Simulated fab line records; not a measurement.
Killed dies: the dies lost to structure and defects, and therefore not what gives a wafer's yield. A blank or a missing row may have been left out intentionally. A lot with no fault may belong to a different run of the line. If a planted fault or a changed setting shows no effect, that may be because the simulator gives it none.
Comparing a struck lot with a sound one -- flow gf180mcu -- 3 out of 602 route steps
Sound: these wafers, L389.1, L389.2, L389.3. Struck: wafers L391.2, L391.4, L391.6. The cause is named last.
For every step that has rows: the tool of each side, followed by ch and its chambers, followed by its first start. Under that, the readings that differ: sound wafers -- struck wafers -- difference of the means -- sigmas: that difference in standard deviations of wafers without a fault.
alike: words and numbers the same on both sides, and readings whose means are apart by under 2 such deviations; not compared: readings that were withheld, readings missing a value for some wafer, numbers with overlapping values and no deviation given by the record, and bounds like >300 which may hide the same value.
The two part at a step that has a row with sigmas, a row that says differs or no value, or rows on one side only. Non-overlapping numbers with no deviation appear without sigmas and do not part them. A reading missing from all wafers of one side parts the sides only when that side holds two or more wafers.

GF_STI_BOW_MEAS_00:
  sound: filmMetro-01 at day 3 17:00; struck: filmMetro-01 at day 4 03:01
  alike: INCOMING_BOW
GF_STI_OXIDATION_01: stabilise 600 s, purge 300 s, target thk 10 nm.
  sound on furnace-02 ch 0, day 3 18:13; struck on furnace-01, day 4 03:07
  no value came back on the struck wafers for oxTempC (C), oxTempCMax, zonePowerBottomPct (%); on the sound wafers oxTempC (C) reads 900.3 900.3 900.7
then, 1 step without rows for these wafers: GF_STI_CVD_03 (deposits Si3N4 from DCS/NH3, target thk 207.16 nm, time 3551 s).

WHERE THEY PART
Within this record, at GF_STI_OXIDATION_01 only.

WHY: whatever the simulator had introduced
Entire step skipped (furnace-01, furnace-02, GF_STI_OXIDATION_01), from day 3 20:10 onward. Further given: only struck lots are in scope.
